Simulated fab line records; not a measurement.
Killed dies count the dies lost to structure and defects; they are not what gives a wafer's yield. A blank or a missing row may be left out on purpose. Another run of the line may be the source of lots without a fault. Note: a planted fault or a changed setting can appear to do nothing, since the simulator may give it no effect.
fab line records + flow sky130
record
- lots=5
- wafers=15
- last-day=50
route steps=708 shown GATE_OXIDE@198 POLY_GATE@204 RES_PROTECT@206 PAD_OPEN@708
lots untouched by any fault: they come from a run of this same line in which no faults occurred
start-h: the number of hours between the record's first day and the start of the first shown wafer of the lot + wait-h: time in hours since the lot's previous step + " the same as in the row above + L1.1+2: a single row standing in for several wafers + - no value, or no start given + * or withheld: withheld + < > ~ a bound
route shown NAME@n: names a module that has steps shown in the file, with the first one's number in the route + usual: the fault-free wafers' mean and standard deviation + same: alike in all rows + chamber/n: place in a boat + sites: per-site readings + _std_site: the standard deviation of these + _edge_site: the outer-site mean with the inner-site mean subtracted + radius-mm: how far each site lies from the wafer's centre + mask NAME#n: copy n + behind: the last tool/chamber to shape the wafer + hold: why the lot went on hold/how many hours it stayed there/how the hold came to an end + device: the transistor (n, p or np) that didn't switch + end of line: the route-end tests of the same wafers + a step with no rows: only its recipe + killed: the dies lost at the first sort to structure and to defects; this is not the yield of the wafer + map: the dies of a wafer, with x for killed, . for not killed, _ for no die there
set.NAME: the setting as run; set.NAME@STEP: as run at that earlier step + model.NAME: the simulator's own value behind a step, which no gauge read
certain route steps with their lots: each step a table, each wafer a row
services: when a tool's chamber went out of use (start-h, in hours from the record's first day, below 0 if earlier), for how many hours, and the reason
## steps
# step SKY_GATE_OXIDE_IMPLANT_11
# recipe
- species=B
- energy-kev=10
- dose-cm2=2.6e+12
- tilt-deg=withheld
# step SKY_GATE_OXIDE_WET_ETCH_12
# recipe
- chemistry=dHF
- target-depth-nm=16.8
- dry=n2-spin
- target=SiO2
- dilution=100:1
- temp-c=25
- time-s=336
# step SKY_GATE_OXIDE_STRIP_13
# recipe
- chemistry=O2/N2
- power-w=1400
- pressure-mtorr=1500
- platen-temp-c=withheld
- o2-flow-sccm=3000
- n2-flow-sccm=300
- overash-fraction=0.5
# usual
- drypump-motor-current-A=5.9/0.35
- oes-product-au=0.716/0.0046
- strip-time-to-endpoint-s=14.19/0.039
# same
- overash-fraction=0.5
| lot.wafer | tool            | chamber | start-h | wait-h | drypump-motor-current-A | oes-product-au | rf-hours-counter-h | strip-time-to-endpoint-s |
|-----------|-----------------|---------|---------|--------|-------------------------|----------------|--------------------|--------------------------|
| L139.1    | plasma-asher-04 | 1       | 366.36  | 0.0    | 5.9                     | 0.716          | 25                 | 14.24                    |
| L139.5    | "               | 0       | "       | "      | 5.7                     | 0.710          | -                  | 14.22                    |
| L139.6    | "               | 1       | "       | "      | 5.9                     | 0.711          | -                  | 14.23                    |
| L142.3    | plasma-asher-03 | 1       | 390.54  | 0.0    | 5.8                     | 0.710          | -                  | 14.19                    |
| L142.4    | "               | 0       | "       | "      | 6.5                     | 0.715          | -                  | 14.19                    |
| L142.6    | "               | 0       | "       | "      | 6.5                     | 0.725          | -                  | 14.17                    |
| L147.1    | plasma-asher-04 | 0       | 451.70  | 0.0    | 5.7                     | 0.708          | 34                 | 14.16                    |
| L147.2    | "               | 1       | "       | "      | 5.9                     | 0.713          | 34                 | 14.16                    |
| L147.3    | "               | 1       | "       | "      | 5.9                     | 0.716          | -                  | 14.14                    |
| L150.1    | plasma-asher-02 | 0       | 471.06  | 0.0    | 5.3                     | 0.712          | 4                  | 14.21                    |
| L150.3    | "               | 0       | "       | "      | 5.3                     | 0.717          | -                  | 14.18                    |
| L150.5    | "               | 0       | "       | "      | 5.3                     | 0.715          | -                  | 14.22                    |
| L155.1    | plasma-asher-02 | 0       | 502.11  | 0.0    | 5.3                     | 0.722          | 7                  | 14.19                    |
| L155.3    | "               | 1       | "       | "      | 6.1                     | 0.724          | -                  | 14.22                    |
| L155.4    | "               | 0       | "       | "      | 5.3                     | 0.709          | -                  | 14.20                    |
# step SKY_GATE_OXIDE_TW_MEAS_14
# usual
- GATE_OXIDE_TW=223.1/1.6
| lot.wafer | tool          | chamber | start-h | wait-h | GATE_OXIDE_TW |
|-----------|---------------|---------|---------|--------|---------------|
| L139.1    | film-metro-02 | -       | 366.46  | 0.1    | 225.7         |
| L139.5    | "             | -       | "       | "      | 225.1         |
| L139.6    | "             | -       | "       | "      | 225.7         |
| L142.3    | film-metro-02 | -       | 390.63  | 0.1    | 225.0         |
| L142.4    | "             | -       | "       | "      | 225.0         |
| L142.6    | "             | -       | "       | "      | 225.1         |
| L147.1    | film-metro-01 | -       | 451.80  | 0.1    | 222.6         |
| L147.2    | "             | -       | "       | "      | 221.9         |
| L147.3    | "             | -       | "       | "      | 221.4         |
| L150.1    | film-metro-02 | -       | 471.16  | 0.1    | 223.5         |
| L150.3    | "             | -       | "       | "      | 224.1         |
| L150.5    | "             | -       | "       | "      | 222.4         |
| L155.1    | film-metro-02 | -       | 502.21  | 0.1    | 221.4         |
| L155.3    | "             | -       | "       | "      | 220.6         |
| L155.4    | "             | -       | "       | "      | 220.6         |
# step SKY_GATE_OXIDE_CLEAN_15
# recipe
- chemistry=SC1/SC2
- mix=1:4:20
- temp-c=70
- time-s=150
- dry=n2-spin
# step SKY_GATE_OXIDE_OXIDATION_16
# recipe
- temp-c=800
- ambient=O2
- idle-temp-c=700
- ramp-up-c-per-min=10
- ramp-down-c-per-min=3
- stabilise-s=600
- purge-s=300
- target-thk-a=35.7
- ox-time-s=1915
# step SKY_POLY_GATE_CVD_00
# recipe
- material=poly-Si
- target-thk-nm=180
- temp-c=620
- time-s=720
- pressure-mtorr=200
# step SKY_POLY_GATE_THK_MEAS_01
# recipe
- reads=poly-Si_of_POLY_GATE_CVD_00
# usual
- POLY_GATE_CVD_00_THK=180.0/1.7
| lot.wafer | tool          | chamber | start-h | wait-h | POLY_GATE_CVD_00_THK[nm] |
|-----------|---------------|---------|---------|--------|--------------------------|
| L139.1    | film-metro-03 | -       | 369.36  | 0.0    | 179.2                    |
| L139.5    | "             | -       | "       | "      | 178.5                    |
| L139.6    | "             | -       | "       | "      | 177.5                    |
| L142.3    | film-metro-04 | -       | 393.65  | 0.0    | 179.8                    |
| L142.4    | "             | -       | "       | "      | 179.8                    |
| L142.6    | "             | -       | "       | "      | 180.2                    |
| L147.1    | film-metro-03 | -       | 454.90  | 0.0    | 178.9                    |
| L147.2    | "             | -       | "       | "      | 178.4                    |
| L147.3    | "             | -       | "       | "      | 178.8                    |
| L150.1    | film-metro-03 | -       | 475.04  | 0.0    | 180.1                    |
| L150.3    | "             | -       | "       | "      | 180.4                    |
| L150.5    | "             | -       | "       | "      | 181.2                    |
| L155.1    | film-metro-02 | -       | 505.27  | 0.0    | 181.3                    |
| L155.3    | "             | -       | "       | "      | 180.9                    |
| L155.4    | "             | -       | "       | "      | 181.2                    |
# step SKY_RES_PROTECT_DEHYDRATE_00
# recipe
- temp-c=200
- time-s=60
# step SKY_RES_PROTECT_HMDS_01
# recipe
- prime-time-s=60
- prime-temp-c=120
# step SKY_RES_PROTECT_COAT_02
# recipe
- resist=NOVOLAK
- spin-rpm=3000
- resist-thk-nm=1140
# step SKY_RES_PROTECT_SOFTBAKE_03
# recipe
- temp-c=90
- time-s=60
- resist=NOVOLAK
# step SKY_RES_PROTECT_EXPOSE_04
# recipe
- mask-id=RPM
- na=0.6
- source-shape=conventional
- sigma-outer=0.6
- polarization=unpolarized
- target-cd-nm=1270
- dose-mj=131
| lot.wafer  | tool             | chamber | start-h | wait-h | mask     |
|------------|------------------|---------|---------|--------|----------|
| L139.1+5+6 | iline-stepper-02 | 0       | 383.33  | -      | RPM#0    |
| L142.3+4+6 | iline-stepper-02 | 0       | 408.00  | -      | RPM#0    |
| L147.1+2+3 | iline-stepper-02 | 0       | 470.18  | -      | RPM_R1#0 |
| L150.1+3+5 | iline-stepper-02 | 0       | 489.83  | -      | RPM#0    |
| L155.1+3+4 | iline-stepper-02 | 0       | 520.73  | -      | RPM#0    |
# step SKY_RES_PROTECT_PEB_05
# recipe
- temp-c=withheld
- time-s=*
- resist=NOVOLAK
# step SKY_PAD_OPEN_PROBE_99
# usual
- killed_at_M0_to_M3=42/6.4
- killed_at_M4_up=3.0/2
- killed-at-contacts=24/5.2
- killed-at-front-end=14/4.2
- killed-at-other=0.4/0.72
- killed-dies=84/9
- killed-on-rim=16/3.7
- killed-open=46/6.6
- killed-short=38/6
# same
- gross-dies=492
- killed-at-back-side=0
| lot.wafer | tool      | chamber | start-h | wait-h | hold                     | killed_at_M0_to_M3 | killed_at_M4_up | killed-at-contacts | killed-at-front-end | killed-at-other | killed-dies | killed-on-rim | killed-open | killed-short |
|-----------|-----------|---------|---------|--------|--------------------------|--------------------|-----------------|--------------------|---------------------|-----------------|-------------|---------------|-------------|--------------|
| L139.1    | prober-02 | -       | 1118.26 | 0.1    | -                        | 49                 | 3               | 23                 | 15                  | 0               | 90          | 18            | 50          | 39           |
| L139.5    | prober-02 | -       | 1118.46 | 0.2    | -                        | 44                 | 5               | 25                 | 17                  | 0               | 91          | 18            | 45          | 45           |
| L139.6    | prober-02 | -       | 1118.51 | 0.2    | -                        | 42                 | 3               | 26                 | 14                  | 0               | 85          | 13            | 55          | 30           |
| L142.3    | prober-01 | -       | 1133.62 | 0.2    | -                        | 35                 | 9               | 20                 | 18                  | 0               | 82          | 26            | 46          | 36           |
| L142.4    | prober-01 | -       | 1133.67 | 0.2    | -                        | 40                 | 5               | 21                 | 18                  | 0               | 84          | 18            | 50          | 34           |
| L142.6    | prober-01 | -       | 1133.77 | 0.2    | -                        | 43                 | 5               | 29                 | 19                  | 0               | 96          | 16            | 51          | 45           |
| L147.1    | prober-02 | -       | 1172.51 | 0.1    | await-dispo/3.0h/release | 47                 | 0               | 25                 | 21                  | 87              | 180         | 55            | 53          | 41           |
| L147.2    | prober-02 | -       | 1172.56 | 0.1    | await-dispo/3.0h/release | 41                 | 3               | 25                 | 19                  | 83              | 171         | 47            | 47          | 41           |
| L147.3    | prober-02 | -       | 1172.61 | 0.2    | await-dispo/3.0h/release | 51                 | 2               | 36                 | 12                  | 85              | 186         | 60            | 48          | 53           |
| L150.1    | prober-01 | -       | 1181.00 | 0.1    | -                        | 39                 | 4               | 25                 | 25                  | 0               | 93          | 16            | 41          | 51           |
| L150.3    | prober-01 | -       | 1181.10 | 0.2    | -                        | 49                 | 5               | 23                 | 16                  | 0               | 93          | 18            | 52          | 41           |
| L150.5    | prober-01 | -       | 1181.20 | 0.2    | -                        | 41                 | 2               | 22                 | 12                  | 0               | 77          | 12            | 58          | 18           |
| L155.1    | prober-01 | -       | 1200.19 | 0.1    | -                        | 35                 | 2               | 13                 | 8                   | 1               | 59          | 10            | 35          | 23           |
| L155.3    | prober-01 | -       | 1200.29 | 0.2    | -                        | 43                 | 0               | 26                 | 14                  | 1               | 84          | 19            | 53          | 30           |
| L155.4    | prober-01 | -       | 1200.34 | 0.2    | -                        | 39                 | 1               | 19                 | 14                  | 1               | 74          | 15            | 38          | 36           |
# killed by level:class
L139.1 CONTACT:geometric-particle:open=11 VIA1:geometric-particle:open=9 METAL2:geometric-particle:short=8 METAL1:geometric-particle:short=7 FIELD_ISO:geometric-particle:open=6 LI_CONTACT:geometric-particle:open=6 VIA3:geometric-particle:open=5 METAL1:geometric-particle:open=4
L139.5 VIA1:geometric-particle:open=11 LI_CONTACT:geometric-particle:open=6 CONTACT:geometric-particle:open=6 VIA2:geometric-particle:open=6 FIELD_ISO:geometric-particle:open=5 LOCAL_INTERCONNECT:geometric-particle:short=5 CONTACT:geometric-particle:short=5 METAL1:geometric-particle:short=5
L139.6 CONTACT:geometric-particle:open=10 VIA1:geometric-particle:open=9 LI_CONTACT:geometric-particle:open=8 VIA3:geometric-particle:open=7 VIA2:geometric-particle:open=6 FIELD_ISO:geometric-particle:short=5 POLY_GATE:geometric-particle:open=5 LOCAL_INTERCONNECT:geometric-particle:short=5
L142.3 LI_CONTACT:geometric-particle:open=7 VIA3:geometric-particle:open=7 METAL4:geometric-particle:short=6 POLY_GATE:geometric-particle:short=6 CONTACT:geometric-particle:open=6 VIA1:geometric-particle:open=6 METAL2:geometric-particle:short=5 VIA2:geometric-particle:open=5
L142.4 LI_CONTACT:geometric-particle:open=9 VIA3:geometric-particle:open=9 VIA2:geometric-particle:open=7 VIA1:geometric-particle:open=6 METAL2:geometric-particle:short=5 POLY_GATE:geometric-particle:open=4 CONTACT:geometric-particle:open=4 CONTACT:geometric-particle:short=4
L142.6 LI_CONTACT:geometric-particle:open=10 VIA2:geometric-particle:open=10 CONTACT:geometric-particle:open=8 VIA1:geometric-particle:open=8 FIELD_ISO:geometric-particle:short=6 VIA1:geometric-particle:short=6 LOCAL_INTERCONNECT:geometric-particle:short=5 CONTACT:geometric-particle:short=5
L147.1 RES_PROTECT:area-expose=86 CONTACT:geometric-particle:open=12 VIA3:geometric-particle:open=9 LI_CONTACT:geometric-particle:open=7 VIA1:geometric-particle:open=7 VIA1:geometric-particle:short=6 FIELD_ISO:geometric-particle:short=5 METAL3:geometric-particle:short=5
L147.2 RES_PROTECT:area-expose=83 CONTACT:geometric-particle:open=10 VIA1:geometric-particle:open=9 LI_CONTACT:geometric-particle:open=7 VIA1:geometric-particle:short=7 LOCAL_INTERCONNECT:geometric-particle:short=6 VIA2:geometric-particle:open=6 METAL1:geometric-particle:short=5
L147.3 RES_PROTECT:area-expose=85 VIA1:geometric-particle:open=10 LI_CONTACT:geometric-particle:open=9 CONTACT:geometric-particle:open=8 METAL1:geometric-particle:short=7 CONTACT:geometric-particle:short=7 METAL2:geometric-particle:short=7 LI_CONTACT:geometric-particle:short=6
L150.1 CONTACT:geometric-particle:open=12 VIA1:geometric-particle:open=8 VIA3:geometric-particle:short=7 FIELD_ISO:geometric-particle:short=6 CONTACT:geometric-particle:short=5 VIA2:geometric-particle:short=5 VIA3:geometric-particle:open=5 POLY_GATE:geometric-particle:short=4
L150.3 VIA1:geometric-particle:open=11 LI_CONTACT:geometric-particle:open=8 CONTACT:geometric-particle:open=7 VIA2:geometric-particle:open=7 VIA3:geometric-particle:open=6 METAL2:geometric-particle:short=5 POLY_GATE:geometric-particle:short=4 METAL1:geometric-particle:short=4
L150.5 VIA1:geometric-particle:open=17 LI_CONTACT:geometric-particle:open=7 CONTACT:geometric-particle:open=7 VIA2:geometric-particle:open=6 VIA3:geometric-particle:open=5 POLY_GATE:geometric-particle:open=4 FIELD_ISO:geometric-particle:open=3 LOCAL_INTERCONNECT:geometric-particle:open=3
L155.1 VIA1:geometric-particle:open=12 CONTACT:geometric-particle:open=6 METAL2:geometric-particle:short=5 VIA3:geometric-particle:open=4 LOCAL_INTERCONNECT:geometric-particle:short=3 METAL1:geometric-particle:short=3 POLY_GATE:geometric-particle:short=2 SPACER:geometric-particle:open=2
L155.3 VIA1:geometric-particle:open=13 VIA3:geometric-particle:open=10 LI_CONTACT:geometric-particle:open=9 FIELD_ISO:geometric-particle:open=6 LOCAL_INTERCONNECT:geometric-particle:short=6 CONTACT:geometric-particle:open=5 CONTACT:geometric-particle:short=4 METAL1:geometric-particle:short=4
L155.4 VIA1:geometric-particle:open=9 CONTACT:geometric-particle:open=7 LI_CONTACT:geometric-particle:open=6 POLY_GATE:geometric-particle:short=5 METAL1:geometric-particle:short=5 METAL2:geometric-particle:short=5 VIA2:geometric-particle:open=4 VIA3:geometric-particle:open=4
# map L147.3 (x killed, . not)
__________xxxxx.xxxx_________
________xx.xxxxxxxx.xx_______
______xxx...x.x...xxxxxx_____
_____xxx....xx......xxx.x____
____xxxxx..x.x....x...xxxx___
___x.xx.xxxxxx..x.xx....xxx__
__xxxxxx.x...x....x..xxx.x.._
_xxx..x..............x...x.xx
_xxx.x.x.x.x...xx.........xx.
_xxx...x.x.xx.x..xx....xx...x
_..x..x....x...............xx
_.x.........x........xx....x.
_xx..x.x..x..x.x.xx....x....x
_xx.xx.....x..x.....x.....x.x
_xxx.xx.x......x...xxx..xx.x.
__.x.........x...x.........._
___x...x...x...x..x......xx__
____.x..xx.x...x..x.......___
_____xxx...........xx....____
______........x......x.._____
________x....x......x._______
__________..xxx.x..._________
# map L139.5 (x killed, . not)
__________..x.x....._________
________..x..x.xx....._______
______.x.....x.x..x..x.._____
_____x...x.xx............____
____................x.x...___
___xx..x..x.............x..__
__...x.............x....x..._
_............xx.x.......x....
_...x............x...........
_.x....x.....x..x........xx..
_.....x.....x.x.xxx.x......xx
_xx.....x.....x.x.x.x........
_.......x........x.......x...
_.....x..x.......x..x....x...
_..x.....x..x...xx......x..x.
__....x......x.....x....x..._
___.......x.x..x...........__
____.....x.x.........x....___
_____..x..x..x...x.....xx____
______.x...x...x.....x.._____
________.x............_______
__________......x..x_________
## services
| tool             | chamber | start-h | hours | kind        |
|------------------|---------|---------|-------|-------------|
| iline-stepper-02 | 0       | 355.16  | -     | calibration |
| plasma-asher-03  | -       | 381.36  | 2.0   | repair      |
| plasma-asher-02  | -       | 388.98  | 14.6  | pm          |
| plasma-asher-04  | -       | 401.68  | 2.8   | pm          |
| plasma-asher-02  | -       | 421.25  | 9.0   | pm          |
| plasma-asher-02  | 0       | 421.25  | 9.0   | vent-cycle  |
| plasma-asher-02  | 1       | 421.25  | 9.0   | vent-cycle  |
| iline-stepper-02 | -       | 421.40  | 0.6   | repair      |
| plasma-asher-02  | 0       | 430.25  | -     | clean       |
| plasma-asher-02  | 1       | 430.25  | -     | clean       |
| plasma-asher-03  | -       | 501.43  | 2.8   | pm          |
## key
first-sign
- step=SKY_RES_PROTECT_EXPOSE_04
- reading=mask
- direction=changed
effect
- step=SKY_PAD_OPEN_PROBE_99
- reading=killed-at-other
- direction=up
- sigmas=85
- usual=0.4
- struck=85
more-kills-born-at
- SKY_RES_PROTECT_EXPOSE_04@iline-stepper-02=254
met-at SKY_RES_PROTECT_EXPOSE_04
struck-wafers L147.1,L147.2,L147.3
tester-left-out L147
onset-between 408.00 470.18
fault
- kind=wrong-mask
- tool=any
- chamber=-
- onset-h=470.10
- steps=SKY_RES_PROTECT_EXPOSE_04
- aux-copy=RPM_R1#0
- cd-offset-nm=190
- scope=struck-lots-only
# tester-left-out: of these lots the tester's yield and bins aren't shown, on N5 and GAA mostly nor the transistor test; their killed dies are dies lost to structure and defects alone, not to doping, threshold or leakage, so they don't give the yield
